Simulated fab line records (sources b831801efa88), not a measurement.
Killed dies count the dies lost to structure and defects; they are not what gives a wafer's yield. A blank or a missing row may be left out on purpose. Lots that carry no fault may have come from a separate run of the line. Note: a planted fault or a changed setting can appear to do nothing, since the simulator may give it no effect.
fab line records	flow sky130
record: lots: 11	wafers: 33	lastDay: 50
route steps=708 shown RES_PROTECT@214 POLY_GATE@229 LDD_N@244 LDD_HVP@286 PAD_OPEN@708
lots that met no fault: from a run of the same line without faults
startH: start of the lot's first displayed wafer, in hours after the record's first day	waitH: hours from the lot's prior step to this one	" as in the row above	L1.1+2: one row covering several wafers at once	- either no value or no given start	* or withheld: withheld	< > ~ a bound
route shown NAME@n: a module of which the file shows steps, and the number in the route of the first	usual: mean/standard deviation taken from wafers without a fault	same: alike in all rows	chamber/n: place in a boat	sites: readings site by site	_std_site: the values' standard deviation	_edge_site: the outer-site mean with the inner-site mean subtracted	radiusMm: how far each site lies from the wafer's centre	mask NAME#n: copy n	behind: the last tool/chamber to shape the wafer	hold: the reason the lot was held/the length of the hold in hours/how it ended	device: whichever transistor did not switch (one of n, p or np)	end of line: the tests these same wafers got at the end of their route	where a step has no rows: the recipe by itself	killed: dies lost to structure and defects at the first sort, not the wafer's yield	map: the dies of a wafer, with x for killed, . for not killed, _ for no die there
set.NAME: setting as actually run; set.NAME@STEP: the setting as run at that earlier step	model.NAME: the simulator's own value behind a step, which no gauge read
a sample of lots followed through the steps of the route, with each step as a table and each wafer as a row
services: the hour from which a tool's chamber was out of use, counted from the record's first day as startH (under 0 if before that day), plus the number of hours and why
== steps ==
step: SKY_RES_PROTECT_STRIP_07
recipe: chemistry: O2/N2	powerW: 1400	pressureMtorr: 1500	platenTempC: withheld	o2FlowSccm: 3000	n2FlowSccm: 300	overashFraction: 0.5
usual: drypumpMotorCurrentA: 5.7/0.5	oesProductAu: 0.518/0.0048	stripTimeToEndpointS: 23.28/0.045
lot.wafer	tool	chamber	startH	waitH	drypumpMotorCurrentA	oesProductAu	rfHoursCounterH	stripTimeToEndpointS
L778.1	plasmaAsher-02	1	343.20	0.1	5.5	0.518	62	23.29
L778.3	"	0	"	"	5.2	0.518	-	23.28
L778.6	"	0	"	"	5.2	0.521	-	23.28
L779.1	plasmaAsher-02	1	351.46	0.1	5.5	0.519	62	23.27
L779.3	"	1	"	"	5.5	0.518	-	23.19
L779.6	"	0	"	"	5.2	0.519	-	23.24
L781.4	plasmaAsher-02	1	365.17	0.1	5.5	0.520	-	23.32
L781.5	"	0	"	"	5.2	0.517	-	23.25
L781.6	"	1	"	"	5.5	0.515	-	23.28
L789.3	plasmaAsher-01	0	433.08	0.1	5.7	0.520	-	23.31
L789.5	"	0	"	"	5.7	0.525	-	23.28
L789.6	"	1	"	"	6.5	0.514	-	23.29
L790.2	plasmaAsher-01	1	447.74	0.1	6.5	0.517	33	23.29
L790.3	"	1	"	"	6.5	0.516	-	23.30
L790.5	"	1	"	"	6.5	0.520	-	23.27
L795.1	plasmaAsher-04	0	488.81	0.1	6.3	0.515	65	23.33
L795.4	"	1	"	"	5.2	0.521	-	23.37
L795.5	"	1	"	"	5.2	0.521	-	23.35
L796.2	plasmaAsher-04	0	499.20	0.1	6.3	0.514	67	23.31
L796.3	"	1	"	"	5.2	0.515	-	23.28
L796.5	"	1	"	"	5.2	0.522	-	23.30
L797.1	plasmaAsher-04	1	510.55	0.1	5.2	0.525	68	23.22
L797.2	"	0	"	"	6.3	0.528	68	23.28
L797.6	"	1	"	"	5.1	0.509	-	23.21
L798.1	plasmaAsher-04	0	511.91	0.1	6.3	0.518	68	23.24
L798.2	"	1	"	"	5.2	0.517	68	23.30
L798.3	"	1	"	"	5.2	0.513	-	23.29
L799.2	plasmaAsher-01	1	523.29	0.1	6.5	0.522	41	23.23
L799.3	"	0	"	"	5.7	0.515	-	23.25
L799.6	"	0	"	"	5.7	0.515	-	23.28
L800.2	plasmaAsher-02	0	534.40	0.1	5.2	0.527	11	23.26
L800.3	"	0	"	"	5.2	0.508	-	23.28
L800.5	"	0	"	"	5.2	0.513	-	23.24
step: SKY_POLY_GATE_ETCH_15
recipe: chemistry: N2/H2	target: BARC	ionEnergyEv: 200	sourceW: 500	biasW: 100	pressureMtorr: 30	n2FlowSccm: 100	h2FlowSccm: 200	stopOn: SiO2	timeS: 118.5	targetDepthA: 1100
usual: biasW: 99.96/0.29	drypumpMotorCurrentA: 5.9/0.42	h2FlowSccm: 200.0/0.6	oesProductAu: 0.716/0.0053	throttleValvePct: 13.212/0.0084
lot.wafer	tool	chamber	startH	waitH	biasW	drypumpMotorCurrentA	h2FlowSccm	oesProductAu	rfHoursCounterH	throttleValvePct
L778.1	rieDiel-01	0	373.82	0.0	100.16	5.8	199.6	0.714	41	13.217
L778.3	"	2	"	"	100.38	5.6	199.9	0.709	20	13.220
L778.6	"	3	"	"	99.99	6.5	200.4	0.718	-	13.205
L779.1	rieDiel-04	2	380.75	0.0	100.01	5.9	198.8	0.715	24	13.215
L779.3	"	0	"	"	99.87	5.7	200.4	0.716	35	13.214
L779.6	"	0	"	"	100.18	5.7	200.4	0.717	-	13.214
L781.4	rieDiel-01	3	395.47	0.0	99.83	6.5	200.4	0.713	63	13.214
L781.5	"	0	"	"	100.47	5.8	199.2	0.711	-	13.215
L781.6	"	3	"	"	99.62	6.5	199.9	0.719	-	13.211
L789.3	rieDiel-04	2	468.35	0.0	99.87	5.9	200.4	0.709	25	13.235
L789.5	"	0	"	"	99.51	5.7	200.2	0.733	-	13.222
L789.6	"	1	"	"	99.57	5.1	199.5	0.717	-	13.207
L790.2	rieDiel-01	0	481.46	0.0	100.46	5.8	199.2	0.711	44	13.220
L790.3	"	3	"	"	99.77	6.5	199.6	0.718	65	13.204
L790.5	"	0	"	"	100.36	5.8	200.4	0.722	-	13.209
L795.1	rieDiel-03	1	521.80	0.0	99.75	5.4	200.0	0.709	14	13.213
L795.4	"	2	"	"	99.94	5.3	199.9	0.713	3	13.207
L795.5	"	1	"	"	99.82	5.4	200.3	0.723	-	13.206
L796.2	rieDiel-01	1	532.61	0.0	99.91	6.2	199.4	0.712	8	13.209
L796.3	"	3	"	"	99.34	6.5	200.2	0.707	67	13.214
L796.5	"	2	"	"	100.04	5.6	199.2	0.706	-	13.235
L797.1	rieDiel-01	1	542.56	0.0	99.91	6.2	200.4	0.711	8	13.208
L797.2	"	3	"	"	99.87	6.6	199.2	0.711	67	13.207
L797.6	"	3	"	"	99.98	6.5	199.4	0.721	-	13.212
L798.1	rieDiel-01	1	544.52	0.0	100.28	6.2	199.7	0.720	8	13.205
L798.2	"	0	"	"	100.00	5.8	199.9	0.716	45	13.204
L798.3	"	2	"	"	100.08	5.6	199.5	0.711	21	13.224
L799.2	rieDiel-01	2	554.85	0.0	100.04	5.6	199.9	0.727	22	13.227
L799.3	"	3	"	"	99.60	6.5	199.0	0.715	67	13.208
L799.6	"	3	"	"	99.77	6.5	199.8	0.717	-	13.201
L800.2	rieDiel-04	0	565.71	0.0	100.05	5.7	200.9	0.716	38	13.218
L800.3	"	3	"	"	99.90	5.4	199.7	0.715	38	13.210
L800.5	"	1	"	"	100.18	5.1	200.1	0.715	-	13.234
step: SKY_LDD_N_OVL_MEAS_07
usual: LDD_N_OVL: 1.4/1.5
lot.wafer	tool	chamber	startH	waitH	LDD_N_OVL[nm]
L778.1	overlay-02	-	405.61	0.1	1.9
L778.3	"	-	"	"	1.8
L778.6	"	-	"	"	0.5
L779.1	overlay-02	-	413.54	0.1	1.2
L779.3	"	-	"	"	0.0
L779.6	"	-	"	"	1.4
L781.4	overlay-01	-	427.85	0.1	2.7
L781.5	"	-	"	"	2.6
L781.6	"	-	"	"	2.5
L789.3	overlay-01	-	500.92	0.1	4.1
L789.5	"	-	"	"	1.7
L789.6	"	-	"	"	1.0
L790.2	overlay-02	-	512.97	0.1	0.3
L790.3	"	-	"	"	-0.8
L790.5	"	-	"	"	1.3
L795.1	overlay-01	-	552.89	0.1	2.8
L795.4	"	-	"	"	3.0
L795.5	"	-	"	"	2.5
L796.2	overlay-02	-	563.65	0.1	-0.2
L796.3	"	-	"	"	1.8
L796.5	"	-	"	"	0.1
L797.1	overlay-02	-	573.59	0.1	-0.6
L797.2	"	-	"	"	0.2
L797.6	"	-	"	"	0.5
L798.1	overlay-02	-	575.99	0.1	0.8
L798.2	"	-	"	"	0.2
L798.3	"	-	"	"	1.5
L799.2	overlay-02	-	585.72	0.1	0.9
L799.3	"	-	"	"	1.0
L799.6	"	-	"	"	1.6
L800.2	overlay-02	-	596.82	0.1	-0.3
L800.3	"	-	"	"	0.4
L800.5	"	-	"	"	0.9
step: SKY_LDD_HVP_IMPLANT_08
recipe: species: B	energyKev: 20	doseCm2: 1.7e+13	tiltDeg: 17.9
usual: beamEnergyKeV: 19.999/0.0062
lot.wafer	tool	chamber	startH	waitH	beamEnergyKeV
L778.1	implanter-03	0	498.79	0.0	20.005
L778.3	"	0	"	"	19.999
L778.6	"	0	"	"	20.002
L779.1	implanter-02	0	507.30	0.0	19.990
L779.3	"	0	"	"	19.999
L779.6	"	0	"	"	19.995
L781.4	implanter-02	0	522.77	0.1	19.998
L781.5	"	0	"	"	19.990
L781.6	"	0	"	"	19.997
L789.3	implanter-03	0	591.74	0.1	25.268
L789.5	"	0	"	"	25.268
L789.6	"	0	"	"	25.269
L790.2	implanter-03	0	602.86	0.0	25.287
L790.3	"	0	"	"	25.279
L790.5	"	0	"	"	25.277
L795.1	implanter-04	0	640.94	0.0	20.006
L795.4	"	0	"	"	19.996
L795.5	"	0	"	"	19.998
L796.2	implanter-04	0	655.17	0.0	19.990
L796.3	"	0	"	"	20.002
L796.5	"	0	"	"	19.990
L797.1	implanter-02	0	659.33	0.0	19.997
L797.2	"	0	"	"	20.000
L797.6	"	0	"	"	20.007
L798.1	implanter-02	0	661.78	0.0	19.999
L798.2	"	0	"	"	20.006
L798.3	"	0	"	"	20.002
L799.2	implanter-02	0	671.90	0.0	19.990
L799.3	"	0	"	"	19.998
L799.6	"	0	"	"	20.002
L800.2	implanter-03	0	682.22	0.0	19.998
L800.3	"	0	"	"	19.998
L800.5	"	0	"	"	20.012
step: SKY_LDD_HVP_TW_MEAS_10
usual: LDD_HVP_TW: 456/4.8
lot.wafer	tool	chamber	startH	waitH	hold	LDD_HVP_TW
L778.1	filmMetro-03	-	499.04	0.1	-	451
L778.3	"	-	"	"	-	451
L778.6	"	-	"	"	-	449
L779.1	filmMetro-03	-	507.55	0.1	-	455
L779.3	"	-	"	"	-	451
L779.6	"	-	"	"	-	451
L781.4	filmMetro-03	-	522.98	0.1	-	452
L781.5	"	-	"	"	-	451
L781.6	"	-	"	"	-	450
L789.3	filmMetro-01	-	591.96	0.1	awaitDispo/0.2h/release	482
L789.5	"	-	"	"	awaitDispo/0.2h/release	484
L789.6	"	-	"	"	awaitDispo/0.2h/release	482
L789.3	filmMetro-01	-	592.26	0.3	-	481
L789.5	"	-	"	"	-	480
L789.6	"	-	"	"	-	482
L790.2	filmMetro-01	-	603.10	0.1	awaitDispo/0.2h/release	478
L790.3	"	-	"	"	awaitDispo/0.2h/release	478
L790.5	"	-	"	"	awaitDispo/0.2h/release	477
L790.2	filmMetro-01	-	603.32	0.2	-	481
L790.3	"	-	"	"	-	481
L790.5	"	-	"	"	-	477
L795.1	filmMetro-04	-	641.19	0.1	-	464
L795.4	"	-	"	"	-	462
L795.5	"	-	"	"	-	462
L796.2	filmMetro-03	-	655.41	0.1	-	456
L796.3	"	-	"	"	-	457
L796.5	"	-	"	"	-	456
L797.1	filmMetro-01	-	659.58	0.1	-	457
L797.2	"	-	"	"	-	458
L797.6	"	-	"	"	-	455
L798.1	filmMetro-01	-	662.03	0.1	-	459
L798.2	"	-	"	"	-	457
L798.3	"	-	"	"	-	459
L799.2	filmMetro-03	-	672.14	0.1	-	450
L799.3	"	-	"	"	-	454
L799.6	"	-	"	"	-	453
L800.2	filmMetro-04	-	682.46	0.1	-	465
L800.3	"	-	"	"	-	464
L800.5	"	-	"	"	-	465
step: SKY_PAD_OPEN_PROBE_99
usual: killed_at_M0_to_M3: 44/6.4	killed_at_M4_up: 3.4/2.1	killedAtContacts: 23/5	killedAtFrontEnd: 15/4.5	killedAtOther: 0.3/0.54	killedDies: 86/9.5	killedOpen: 48/6.9	killedShort: 38/5.9
same: grossDies: 492	killedAtBackSide: 0
lot.wafer	tool	chamber	startH	waitH	killed_at_M0_to_M3	killed_at_M4_up	killedAtContacts	killedAtFrontEnd	killedAtOther	killedDies	killedOpen	killedShort
L781.4	prober-01	-	1094.88	0.2	48	9	24	14	0	95	45	50
L781.5	prober-01	-	1094.93	0.2	31	5	19	14	0	69	39	30
L781.6	prober-01	-	1094.98	0.2	50	5	21	22	0	98	50	47
L795.1	prober-01	-	1169.70	0.1	46	1	29	17	0	93	55	38
L795.4	prober-01	-	1169.85	0.2	53	6	23	14	1	97	54	42
L795.5	prober-01	-	1169.90	0.2	34	6	19	16	0	75	41	33
L799.2	prober-01	-	1190.10	0.1	40	4	20	23	0	87	53	34
L799.3	prober-01	-	1190.15	0.2	47	1	20	16	1	85	52	33
L799.6	prober-01	-	1190.30	0.2	37	2	21	10	0	70	31	38
killed by level:class
L781.4 VIA1:geometricParticle:open=19 METAL4:geometricParticle:short=9 CONTACT:geometricParticle:open=9 METAL1:geometricParticle:short=7 LI_CONTACT:geometricParticle:open=5 CONTACT:geometricParticle:short=5 VIA1:geometricParticle:short=5 FIELD_ISO:geometricParticle:short=4
L781.5 CONTACT:geometricParticle:open=9 VIA1:geometricParticle:open=7 METAL1:geometricParticle:short=6 FIELD_ISO:geometricParticle:open=4 POLY_GATE:geometricParticle:open=4 VIA2:geometricParticle:open=4 VIA3:geometricParticle:open=4 LI_CONTACT:geometricParticle:open=3
L781.6 VIA1:geometricParticle:open=11 POLY_GATE:geometricParticle:open=8 METAL1:geometricParticle:short=7 VIA2:geometricParticle:open=7 VIA1:geometricParticle:short=6 VIA2:geometricParticle:short=5 METAL3:geometricParticle:short=4 LOCAL_INTERCONNECT:geometricParticle:open=4
L795.1 CONTACT:geometricParticle:open=14 VIA2:geometricParticle:open=10 VIA3:geometricParticle:open=7 VIA1:geometricParticle:open=7 CONTACT:geometricParticle:short=6 METAL1:geometricParticle:short=6 VIA2:geometricParticle:short=5 POLY_GATE:geometricParticle:open=4
L795.4 VIA1:geometricParticle:open=17 LI_CONTACT:geometricParticle:open=8 CONTACT:geometricParticle:open=8 VIA2:geometricParticle:open=6 METAL2:geometricParticle:short=6 FIELD_ISO:geometricParticle:short=5 VIA1:geometricParticle:short=5 METAL1:geometricParticle:short=5
L795.5 CONTACT:geometricParticle:open=7 METAL1:geometricParticle:short=7 METAL2:geometricParticle:short=7 FIELD_ISO:geometricParticle:open=6 LI_CONTACT:geometricParticle:open=6 VIA1:geometricParticle:open=5 METAL4:geometricParticle:short=5 VIA3:geometricParticle:open=4
L799.2 VIA1:geometricParticle:open=11 CONTACT:geometricParticle:open=8 VIA3:geometricParticle:open=8 FIELD_ISO:geometricParticle:open=5 POLY_GATE:geometricParticle:open=5 POLY_GATE:geometricParticle:short=5 LI_CONTACT:geometricParticle:open=5 CONTACT:geometricParticle:short=5
L799.3 VIA1:geometricParticle:open=13 CONTACT:geometricParticle:open=10 VIA1:geometricParticle:short=7 VIA2:geometricParticle:open=7 FIELD_ISO:geometricParticle:open=6 METAL1:geometricParticle:short=5 METAL2:geometricParticle:short=5 LI_CONTACT:geometricParticle:open=4
L799.6 METAL2:geometricParticle:short=10 CONTACT:geometricParticle:open=8 VIA1:geometricParticle:open=7 LOCAL_INTERCONNECT:geometricParticle:short=5 METAL1:geometricParticle:short=5 FIELD_ISO:geometricParticle:open=3 LI_CONTACT:geometricParticle:open=3 VIA1:geometricParticle:short=3
== services ==
tool	chamber	startH	hours	kind
rieDiel-01	2	327.42	5.2	repair
implanter-03	-	329.01	2.9	pm
implanter-02	-	348.72	10.2	pm
rieDiel-04	-	377.31	2.8	pm
rieDiel-01	1	379.43	2.1	repair
implanter-03	-	394.13	1.3	repair
implanter-02	-	401.86	2.3	repair
rieDiel-01	2	406.44	125.2	repair
plasmaAsher-02	-	421.26	9.0	pm
plasmaAsher-04	-	421.64	14.6	pm
implanter-03	-	421.85	25.2	pm
rieDiel-01	0	428.95	7.7	repair
plasmaAsher-02	-	442.70	0.5	repair
rieDiel-04	-	455.67	1.4	repair
rieDiel-04	3	460.21	10.0	repair
rieDiel-04	-	478.88	0.3	repair
implanter-03	-	543.05	1.9	repair
rieDiel-01	3	561.73	67.4	repair
implanter-02	-	571.08	4.3	pm
rieDiel-01	-	597.91	0.1	repair
rieDiel-01	2	611.63	17.3	repair
implanter-03	-	657.37	4.6	repair
plasmaAsher-02	-	661.08	13.5	repair
plasmaAsher-01	-	662.93	3.4	repair
== key ==
firstSign: step: SKY_LDD_HVP_IMPLANT_08	reading: beamEnergyKeV	direction: up	sigmas: 99+	usual: *	struck: *
effect: step: SKY_LDD_HVP_TW_MEAS_10	reading: visit	direction: added
metAt SKY_LDD_HVP_IMPLANT_08
struckLots L789,L790
testerLeftOut L789,L790
notActingAt SKY_RES_PROTECT_STRIP_07,SKY_POLY_GATE_ETCH_15,SKY_LDD_N_OVL_MEAS_07
onsetBetween 498.79 591.74
fault: kind: processParameterDrift	tool: implanter-03	chamber: -	onsetH: 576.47	steps: SKY_LDD_HVP_IMPLANT_08	channel: energyKev	offset: *	shape: step	endH: 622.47	actsIn: *	stated: *
testerLeftOut: of these lots the tester's yield and bins aren't shown, on N5 and GAA mostly nor the transistor test; their killed dies are dies lost to structure and defects alone, not to doping, threshold or leakage, so they don't give the yield
